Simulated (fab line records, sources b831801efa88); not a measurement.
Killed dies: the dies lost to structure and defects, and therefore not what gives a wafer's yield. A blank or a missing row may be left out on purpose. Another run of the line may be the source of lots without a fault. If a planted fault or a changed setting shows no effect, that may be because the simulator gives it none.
fab line records :: flow sky130 :: part 2 of 2: steps 28 to 39 of 39
record
  lots=5
  wafers=15
  last_day=50
route steps=708 shown VIA3@577 METAL4@598 CAP2M@603
lots that met no fault: taken from a fault-free run of the same line
start_h: the number of hours between the record's first day and the start of the first shown wafer of the lot :: wait_h: how many hours have passed since the lot's step before this one :: " identical to the entry in the row above :: L1.1+2: a single row standing in for several wafers :: - no value, or no start was given :: * or withheld: withheld :: < > ~ a bound
route shown NAME@n: names a module that has steps shown in the file, with the first one's number in the route :: usual: average and standard deviation across the fault-free wafers :: same: alike in all rows :: chamber/n: place in a boat :: sites: per-site readings :: _std_site: their standard deviation :: _edge_site: outer sites' mean less inner sites' :: radius_mm: how far each site lies from the wafer's centre :: mask NAME#n: copy n :: behind: the last tool/chamber to shape the wafer :: hold: cause of the lot's hold/its duration in hours/its outcome :: device: whichever transistor did not switch (one of n, p or np) :: end of line: tests run on the same wafers once the route is complete :: a step given without rows: its recipe and nothing more :: killed: count of dies lost to structure and defects at first sort (not the wafer's yield) :: map: a wafer's dies, x killed, . not, _ none there
set.NAME: setting as actually run; set.NAME@STEP: the setting as run at that earlier step :: model.NAME: the simulator's own value behind a step, which no gauge read
a table for each step, a row for each wafer; lots at some steps of the route
services: a tool's chamber out of use, with start hour (start_h, from the record's first day; less than 0 if before it), hours out, and reason
## steps
# step SKY_CAP2M_THK_MEAS_01
# recipe
  reads=SiO2_of_CAP2M_CVD_00
# usual
  CAP2M_CVD_00_THK=15.51/0.22
lot.wafer: L076.1
tool: film_metro-02
chamber: -
start_h: 946.54
wait_h: -
CAP2M_CVD_00_THK[nm]: 15.32

lot.wafer: L076.3
tool: film_metro-02
chamber: -
start_h: 946.54
wait_h: -
CAP2M_CVD_00_THK[nm]: 15.40

lot.wafer: L076.4
tool: film_metro-02
chamber: -
start_h: 946.54
wait_h: -
CAP2M_CVD_00_THK[nm]: 15.78

lot.wafer: L077.3
tool: film_metro-03
chamber: -
start_h: 950.63
wait_h: -
CAP2M_CVD_00_THK[nm]: 15.05

lot.wafer: L077.5
tool: film_metro-03
chamber: -
start_h: 950.63
wait_h: -
CAP2M_CVD_00_THK[nm]: 15.28

lot.wafer: L077.6
tool: film_metro-03
chamber: -
start_h: 950.63
wait_h: -
CAP2M_CVD_00_THK[nm]: 15.46

lot.wafer: L086.1
tool: film_metro-04
chamber: -
start_h: 1013.12
wait_h: -
CAP2M_CVD_00_THK[nm]: 15.76

lot.wafer: L086.3
tool: film_metro-04
chamber: -
start_h: 1013.12
wait_h: -
CAP2M_CVD_00_THK[nm]: 15.79

lot.wafer: L086.6
tool: film_metro-04
chamber: -
start_h: 1013.12
wait_h: -
CAP2M_CVD_00_THK[nm]: 15.89

lot.wafer: L088.4
tool: film_metro-04
chamber: -
start_h: 1033.26
wait_h: -
CAP2M_CVD_00_THK[nm]: 15.41

lot.wafer: L088.5
tool: film_metro-04
chamber: -
start_h: 1033.26
wait_h: -
CAP2M_CVD_00_THK[nm]: 15.37

lot.wafer: L088.6
tool: film_metro-04
chamber: -
start_h: 1033.26
wait_h: -
CAP2M_CVD_00_THK[nm]: 15.52

lot.wafer: L097.1
tool: film_metro-02
chamber: -
start_h: 1076.38
wait_h: -
CAP2M_CVD_00_THK[nm]: 15.58

lot.wafer: L097.2
tool: film_metro-02
chamber: -
start_h: 1076.38
wait_h: -
CAP2M_CVD_00_THK[nm]: 15.40

lot.wafer: L097.5
tool: film_metro-02
chamber: -
start_h: 1076.38
wait_h: -
CAP2M_CVD_00_THK[nm]: 15.60
# step SKY_CAP2M_SPUTTER_02
# recipe
  material=TiN
  target_thk_nm=200
  temp_c=300
  power_w=6500
  time_s=166.7
  chamber_pressure_pa=0.4
# usual
  throttle_valve_pct=30.5/1
lot.wafer: L076.1
tool: pvd_sputter-04
chamber: -
start_h: 946.60
wait_h: 0.1
throttle_valve_pct: 29.4

lot.wafer: L076.3
tool: pvd_sputter-04
chamber: -
start_h: 946.60
wait_h: 0.1
throttle_valve_pct: 31.1

lot.wafer: L076.4
tool: pvd_sputter-04
chamber: -
start_h: 946.60
wait_h: 0.1
throttle_valve_pct: 30.5

lot.wafer: L077.3
tool: pvd_sputter-04
chamber: -
start_h: 950.67
wait_h: 0.0
throttle_valve_pct: 30.9

lot.wafer: L077.5
tool: pvd_sputter-04
chamber: -
start_h: 950.67
wait_h: 0.0
throttle_valve_pct: 31.5

lot.wafer: L077.6
tool: pvd_sputter-04
chamber: -
start_h: 950.67
wait_h: 0.0
throttle_valve_pct: 30.4

lot.wafer: L086.1
tool: pvd_sputter-02
chamber: -
start_h: 1013.18
wait_h: 0.1
throttle_valve_pct: 30.5

lot.wafer: L086.3
tool: pvd_sputter-02
chamber: -
start_h: 1013.18
wait_h: 0.1
throttle_valve_pct: 32.1

lot.wafer: L086.6
tool: pvd_sputter-02
chamber: -
start_h: 1013.18
wait_h: 0.1
throttle_valve_pct: 31.5

lot.wafer: L088.4
tool: pvd_sputter-04
chamber: -
start_h: 1033.29
wait_h: 0.0
throttle_valve_pct: 31.1

lot.wafer: L088.5
tool: pvd_sputter-04
chamber: -
start_h: 1033.29
wait_h: 0.0
throttle_valve_pct: 29.0

lot.wafer: L088.6
tool: pvd_sputter-04
chamber: -
start_h: 1033.29
wait_h: 0.0
throttle_valve_pct: 30.5

lot.wafer: L097.1
tool: pvd_sputter-03
chamber: -
start_h: 1076.44
wait_h: 0.1
throttle_valve_pct: 33.0

lot.wafer: L097.2
tool: pvd_sputter-03
chamber: -
start_h: 1076.44
wait_h: 0.1
throttle_valve_pct: 29.6

lot.wafer: L097.5
tool: pvd_sputter-03
chamber: -
start_h: 1076.44
wait_h: 0.1
throttle_valve_pct: 29.4
# step SKY_CAP2M_RS_MEAS_03
# recipe
  thk_meas_gauge=four-point-probe
  reads=TiN_of_CAP2M_SPUTTER_02
# usual
  CAP2M_TIN_RS=6.93/0.081
lot.wafer: L076.1
tool: film_metro-04
chamber: -
start_h: 946.71
wait_h: 0.1
CAP2M_TIN_RS[ohm/sq]: 6.79

lot.wafer: L076.3
tool: film_metro-04
chamber: -
start_h: 946.71
wait_h: 0.1
CAP2M_TIN_RS[ohm/sq]: 6.92

lot.wafer: L076.4
tool: film_metro-04
chamber: -
start_h: 946.71
wait_h: 0.1
CAP2M_TIN_RS[ohm/sq]: 6.85

lot.wafer: L077.3
tool: film_metro-03
chamber: -
start_h: 950.82
wait_h: 0.1
CAP2M_TIN_RS[ohm/sq]: 6.99

lot.wafer: L077.5
tool: film_metro-03
chamber: -
start_h: 950.82
wait_h: 0.1
CAP2M_TIN_RS[ohm/sq]: 7.03

lot.wafer: L077.6
tool: film_metro-03
chamber: -
start_h: 950.82
wait_h: 0.1
CAP2M_TIN_RS[ohm/sq]: 6.93

lot.wafer: L086.1
tool: film_metro-02
chamber: -
start_h: 1013.29
wait_h: 0.1
CAP2M_TIN_RS[ohm/sq]: 7.00

lot.wafer: L086.3
tool: film_metro-02
chamber: -
start_h: 1013.29
wait_h: 0.1
CAP2M_TIN_RS[ohm/sq]: 7.07

lot.wafer: L086.6
tool: film_metro-02
chamber: -
start_h: 1013.29
wait_h: 0.1
CAP2M_TIN_RS[ohm/sq]: 7.15

lot.wafer: L088.4
tool: film_metro-04
chamber: -
start_h: 1033.46
wait_h: 0.1
CAP2M_TIN_RS[ohm/sq]: 6.89

lot.wafer: L088.5
tool: film_metro-04
chamber: -
start_h: 1033.46
wait_h: 0.1
CAP2M_TIN_RS[ohm/sq]: 6.82

lot.wafer: L088.6
tool: film_metro-04
chamber: -
start_h: 1033.46
wait_h: 0.1
CAP2M_TIN_RS[ohm/sq]: 6.88

lot.wafer: L097.1
tool: film_metro-04
chamber: -
start_h: 1076.55
wait_h: 0.1
CAP2M_TIN_RS[ohm/sq]: 6.98

lot.wafer: L097.2
tool: film_metro-04
chamber: -
start_h: 1076.55
wait_h: 0.1
CAP2M_TIN_RS[ohm/sq]: 6.96

lot.wafer: L097.5
tool: film_metro-04
chamber: -
start_h: 1076.55
wait_h: 0.1
CAP2M_TIN_RS[ohm/sq]: 6.94
# step SKY_CAP2M_THK_MEAS_04
# recipe
  thk_meas_gauge=xrf
  reads=TiN_of_CAP2M_SPUTTER_02
# usual
  CAP2M_TIN_THK=200.1/2.9
lot.wafer: L076.1
tool: film_metro-04
chamber: -
start_h: 946.83
wait_h: 0.1
CAP2M_TIN_THK[nm]: 204.1

lot.wafer: L076.3
tool: film_metro-04
chamber: -
start_h: 946.83
wait_h: 0.1
CAP2M_TIN_THK[nm]: 199.7

lot.wafer: L076.4
tool: film_metro-04
chamber: -
start_h: 946.83
wait_h: 0.1
CAP2M_TIN_THK[nm]: 201.9

lot.wafer: L077.3
tool: film_metro-03
chamber: -
start_h: 950.92
wait_h: 0.1
CAP2M_TIN_THK[nm]: 201.6

lot.wafer: L077.5
tool: film_metro-03
chamber: -
start_h: 950.92
wait_h: 0.1
CAP2M_TIN_THK[nm]: 199.3

lot.wafer: L077.6
tool: film_metro-03
chamber: -
start_h: 950.92
wait_h: 0.1
CAP2M_TIN_THK[nm]: 201.7

lot.wafer: L086.1
tool: film_metro-02
chamber: -
start_h: 1013.41
wait_h: 0.1
CAP2M_TIN_THK[nm]: 196.1

lot.wafer: L086.3
tool: film_metro-02
chamber: -
start_h: 1013.41
wait_h: 0.1
CAP2M_TIN_THK[nm]: 194.7

lot.wafer: L086.6
tool: film_metro-02
chamber: -
start_h: 1013.41
wait_h: 0.1
CAP2M_TIN_THK[nm]: 192.4

lot.wafer: L088.4
tool: film_metro-04
chamber: -
start_h: 1033.55
wait_h: 0.1
CAP2M_TIN_THK[nm]: 201.8

lot.wafer: L088.5
tool: film_metro-04
chamber: -
start_h: 1033.55
wait_h: 0.1
CAP2M_TIN_THK[nm]: 203.5

lot.wafer: L088.6
tool: film_metro-04
chamber: -
start_h: 1033.55
wait_h: 0.1
CAP2M_TIN_THK[nm]: 202.3

lot.wafer: L097.1
tool: film_metro-04
chamber: -
start_h: 1076.67
wait_h: 0.1
CAP2M_TIN_THK[nm]: 198.3

lot.wafer: L097.2
tool: film_metro-04
chamber: -
start_h: 1076.67
wait_h: 0.1
CAP2M_TIN_THK[nm]: 199.0

lot.wafer: L097.5
tool: film_metro-04
chamber: -
start_h: 1076.67
wait_h: 0.1
CAP2M_TIN_THK[nm]: 198.8
# step SKY_CAP2M_DEHYDRATE_05
# recipe
  temp_c=200
  time_s=60
lot.wafer: L076.1+3+4
tool: litho_track-02
chamber: 0
start_h: 958.61
wait_h: 11.8

lot.wafer: L077.3+5+6
tool: litho_track-02
chamber: 0
start_h: 962.51
wait_h: 11.6

lot.wafer: L086.1+3+6
tool: litho_track-04
chamber: 0
start_h: 1024.05
wait_h: 10.6

lot.wafer: L088.4+5+6
tool: litho_track-03
chamber: 0
start_h: 1044.02
wait_h: 10.5

lot.wafer: L097.1+2+5
tool: litho_track-03
chamber: 0
start_h: 1086.90
wait_h: 10.2
# step SKY_CAP2M_HMDS_06
# recipe
  prime_time_s=60
  prime_temp_c=120
lot.wafer: L076.1+3+4
tool: litho_track-02
chamber: 0
start_h: 958.76
wait_h: 0.1

lot.wafer: L077.3+5+6
tool: litho_track-02
chamber: 0
start_h: 962.66
wait_h: 0.1

lot.wafer: L086.1+3+6
tool: litho_track-04
chamber: 0
start_h: 1024.20
wait_h: 0.1

lot.wafer: L088.4+5+6
tool: litho_track-03
chamber: 0
start_h: 1044.17
wait_h: 0.1

lot.wafer: L097.1+2+5
tool: litho_track-03
chamber: 0
start_h: 1087.05
wait_h: 0.1
# step SKY_CAP2M_COAT_07
# recipe
  resist=NOVOLAK
  spin_rpm=3000
  resist_thk_nm=1140
lot.wafer: L076.1+3+4
tool: litho_track-02
chamber: 0
start_h: 958.91
wait_h: 0.1

lot.wafer: L077.3+5+6
tool: litho_track-02
chamber: 0
start_h: 962.81
wait_h: 0.1

lot.wafer: L086.1+3+6
tool: litho_track-04
chamber: 0
start_h: 1024.35
wait_h: 0.1

lot.wafer: L088.4+5+6
tool: litho_track-03
chamber: 0
start_h: 1044.32
wait_h: 0.1

lot.wafer: L097.1+2+5
tool: litho_track-03
chamber: 0
start_h: 1087.20
wait_h: 0.1
# step SKY_CAP2M_SOFTBAKE_08
# recipe
  temp_c=90
  time_s=60
  resist=NOVOLAK
lot.wafer: L076.1+3+4
tool: litho_track-02
chamber: 0
start_h: 959.06
wait_h: 0.1

lot.wafer: L077.3+5+6
tool: litho_track-02
chamber: 0
start_h: 962.96
wait_h: 0.1

lot.wafer: L086.1+3+6
tool: litho_track-04
chamber: 0
start_h: 1024.50
wait_h: 0.1

lot.wafer: L088.4+5+6
tool: litho_track-03
chamber: 0
start_h: 1044.47
wait_h: 0.1

lot.wafer: L097.1+2+5
tool: litho_track-03
chamber: 0
start_h: 1087.35
wait_h: 0.1
# step SKY_CAP2M_EXPOSE_09
# recipe
  mask_id=CAP2M
  na=0.6
  source_shape=conventional
  sigma_outer=0.6
  polarization=unpolarized
  target_cd_nm=1000
  dose_mj=159
# usual
  exposure_dose_mJ_cm2=158.99/0.19
  focus_offset_nm=0.0/0.6
  reticle_temp_C=22.96/0.11
lot.wafer: L076.1
tool: iline_stepper-02
chamber: 0
start_h: -
wait_h: -
mask: CAP2M#0
exposure_dose_mJ_cm2: 159.10
focus_offset_nm: 0.4
reticle_temp_C: 23.11

lot.wafer: L076.3
tool: iline_stepper-02
chamber: 0
start_h: -
wait_h: -
mask: CAP2M#0
exposure_dose_mJ_cm2: 159.04
focus_offset_nm: -0.5
reticle_temp_C: 22.91

lot.wafer: L076.4
tool: iline_stepper-02
chamber: 0
start_h: -
wait_h: -
mask: CAP2M#0
exposure_dose_mJ_cm2: 159.00
focus_offset_nm: -0.1
reticle_temp_C: 22.81

lot.wafer: L077.3
tool: iline_stepper-01
chamber: 0
start_h: -
wait_h: -
mask: CAP2M#0
exposure_dose_mJ_cm2: 159.06
focus_offset_nm: -0.6
reticle_temp_C: 23.07

lot.wafer: L077.5
tool: iline_stepper-01
chamber: 0
start_h: -
wait_h: -
mask: CAP2M#0
exposure_dose_mJ_cm2: 159.19
focus_offset_nm: -0.2
reticle_temp_C: 23.03

lot.wafer: L077.6
tool: iline_stepper-01
chamber: 0
start_h: -
wait_h: -
mask: CAP2M#0
exposure_dose_mJ_cm2: 159.38
focus_offset_nm: -0.1
reticle_temp_C: 23.08

lot.wafer: L086.1
tool: iline_stepper-01
chamber: 0
start_h: -
wait_h: -
mask: CAP2M#0
exposure_dose_mJ_cm2: 159.12
focus_offset_nm: 0.6
reticle_temp_C: 22.96

lot.wafer: L086.3
tool: iline_stepper-01
chamber: 0
start_h: -
wait_h: -
mask: CAP2M#0
exposure_dose_mJ_cm2: 159.18
focus_offset_nm: 0.2
reticle_temp_C: 22.96

lot.wafer: L086.6
tool: iline_stepper-01
chamber: 0
start_h: -
wait_h: -
mask: CAP2M#0
exposure_dose_mJ_cm2: 158.93
focus_offset_nm: 0.5
reticle_temp_C: 22.83

lot.wafer: L088.4
tool: iline_stepper-02
chamber: 0
start_h: -
wait_h: -
mask: CAP2M#0
exposure_dose_mJ_cm2: 159.05
focus_offset_nm: 0.3
reticle_temp_C: 23.08

lot.wafer: L088.5
tool: iline_stepper-02
chamber: 0
start_h: -
wait_h: -
mask: CAP2M#0
exposure_dose_mJ_cm2: 158.98
focus_offset_nm: -0.1
reticle_temp_C: 23.02

lot.wafer: L088.6
tool: iline_stepper-02
chamber: 0
start_h: -
wait_h: -
mask: CAP2M#0
exposure_dose_mJ_cm2: 158.90
focus_offset_nm: 0.0
reticle_temp_C: 22.96

lot.wafer: L097.1
tool: iline_stepper-02
chamber: 0
start_h: -
wait_h: -
mask: CAP2M#0
exposure_dose_mJ_cm2: 159.04
focus_offset_nm: -1.0
reticle_temp_C: 22.84

lot.wafer: L097.2
tool: iline_stepper-02
chamber: 0
start_h: -
wait_h: -
mask: CAP2M#0
exposure_dose_mJ_cm2: 159.11
focus_offset_nm: 0.0
reticle_temp_C: 22.95

lot.wafer: L097.5
tool: iline_stepper-02
chamber: 0
start_h: -
wait_h: -
mask: CAP2M#0
exposure_dose_mJ_cm2: 158.91
focus_offset_nm: 0.0
reticle_temp_C: 22.98
# step SKY_CAP2M_PEB_10
# recipe
  temp_c=withheld
  time_s=*
  resist=NOVOLAK
lot.wafer: L076.1+3+4
tool: litho_track-02
chamber: 0
start_h: -
wait_h: -

lot.wafer: L077.3+5+6
tool: litho_track-03
chamber: 0
start_h: -
wait_h: -

lot.wafer: L086.1+3+6
tool: litho_track-02
chamber: 0
start_h: -
wait_h: -

lot.wafer: L088.4+5+6
tool: litho_track-03
chamber: 0
start_h: -
wait_h: -

lot.wafer: L097.1+2+5
tool: litho_track-03
chamber: 0
start_h: -
wait_h: -
# step SKY_CAP2M_DEVELOP_11
# recipe
  resist=NOVOLAK
  developer=TMAH
  develop_time_s=60
  dev_temp_c=23
lot.wafer: L076.1+3+4
tool: litho_track-02
chamber: 0
start_h: 971.16
wait_h: 0.1

lot.wafer: L077.3+5+6
tool: litho_track-03
chamber: 0
start_h: 974.90
wait_h: 0.1

lot.wafer: L086.1+3+6
tool: litho_track-02
chamber: 0
start_h: 1035.46
wait_h: 0.1

lot.wafer: L088.4+5+6
tool: litho_track-03
chamber: 0
start_h: 1055.67
wait_h: 0.1

lot.wafer: L097.1+2+5
tool: litho_track-03
chamber: 0
start_h: 1096.70
wait_h: 0.1
# step SKY_CAP2M_OVL_MEAS_12
# usual
  CAP2M_OVL=-0.8/1.4
lot.wafer: L076.1
tool: overlay-01
chamber: -
start_h: 971.31
wait_h: 0.1
CAP2M_OVL[nm]: -3.5

lot.wafer: L076.3
tool: overlay-01
chamber: -
start_h: 971.31
wait_h: 0.1
CAP2M_OVL[nm]: -1.8

lot.wafer: L076.4
tool: overlay-01
chamber: -
start_h: 971.31
wait_h: 0.1
CAP2M_OVL[nm]: -2.7

lot.wafer: L077.3
tool: overlay-01
chamber: -
start_h: 975.01
wait_h: 0.1
CAP2M_OVL[nm]: 0.4

lot.wafer: L077.5
tool: overlay-01
chamber: -
start_h: 975.01
wait_h: 0.1
CAP2M_OVL[nm]: 1.8

lot.wafer: L077.6
tool: overlay-01
chamber: -
start_h: 975.01
wait_h: 0.1
CAP2M_OVL[nm]: 1.8

lot.wafer: L086.1
tool: overlay-01
chamber: -
start_h: 1035.61
wait_h: 0.1
CAP2M_OVL[nm]: 0.1

lot.wafer: L086.3
tool: overlay-01
chamber: -
start_h: 1035.61
wait_h: 0.1
CAP2M_OVL[nm]: 1.1

lot.wafer: L086.6
tool: overlay-01
chamber: -
start_h: 1035.61
wait_h: 0.1
CAP2M_OVL[nm]: 0.8

lot.wafer: L088.4
tool: overlay-01
chamber: -
start_h: 1055.77
wait_h: 0.1
CAP2M_OVL[nm]: -2.1

lot.wafer: L088.5
tool: overlay-01
chamber: -
start_h: 1055.77
wait_h: 0.1
CAP2M_OVL[nm]: -1.7

lot.wafer: L088.6
tool: overlay-01
chamber: -
start_h: 1055.77
wait_h: 0.1
CAP2M_OVL[nm]: -2.6

lot.wafer: L097.1
tool: overlay-01
chamber: -
start_h: 1096.85
wait_h: 0.1
CAP2M_OVL[nm]: 0.2

lot.wafer: L097.2
tool: overlay-01
chamber: -
start_h: 1096.85
wait_h: 0.1
CAP2M_OVL[nm]: 1.5

lot.wafer: L097.5
tool: overlay-01
chamber: -
start_h: 1096.85
wait_h: 0.1
CAP2M_OVL[nm]: 0.1
## services
tool: cmp-01
chamber: -
start_h: 909.97
hours: 4.5
kind: pm

tool: cmp-01
chamber: -
start_h: 914.47
hours: 4.0
kind: pm

tool: iline_stepper-02
chamber: -
start_h: 915.03
hours: 1.8
kind: repair

tool: pecvd-04
chamber: -
start_h: 917.76
hours: 6.0
kind: pm

tool: krf_scanner-01
chamber: -
start_h: 921.32
hours: 1.3
kind: pm

tool: cmp-01
chamber: -
start_h: 921.49
hours: 1.1
kind: repair

tool: pecvd-04
chamber: -
start_h: 941.46
hours: 2.8
kind: pm

tool: krf_scanner-01
chamber: -
start_h: 954.91
hours: 1.0
kind: pm

tool: wet_bench-01
chamber: -
start_h: 960.08
hours: 1.9
kind: pm

tool: iline_stepper-02
chamber: -
start_h: 961.08
hours: 1.7
kind: pm

tool: cmp-01
chamber: -
start_h: 966.32
hours: 6.6
kind: pm

tool: pecvd-04
chamber: -
start_h: 968.88
hours: 1.0
kind: repair

tool: krf_scanner-01
chamber: -
start_h: 975.12
hours: 0.8
kind: pm

tool: pecvd-04
chamber: 1
start_h: 978.56
hours: 3.7
kind: repair

tool: pvd_sputter-04
chamber: -
start_h: 983.36
hours: 7.5
kind: repair

tool: pecvd-04
chamber: -
start_h: 984.39
hours: 5.5
kind: pm

tool: pvd_sputter-03
chamber: -
start_h: 993.22
hours: 1.9
kind: repair

tool: cvd_w-02
chamber: 1
start_h: 995.65
hours: 2.1
kind: repair

tool: plasma_asher-01
chamber: -
start_h: 1000.92
hours: 0.3
kind: repair

tool: pvd_sputter-01
chamber: -
start_h: 1007.28
hours: 4.8
kind: repair

tool: rie_diel-02
chamber: 1
start_h: 1014.75
hours: 3.0
kind: repair

tool: pvd_sputter-04
chamber: -
start_h: 1020.97
hours: 0.5
kind: repair

tool: cmp-01
chamber: -
start_h: 1025.89
hours: 2.0
kind: repair

tool: cmp-01
chamber: -
start_h: 1061.11
hours: 0.5
kind: repair
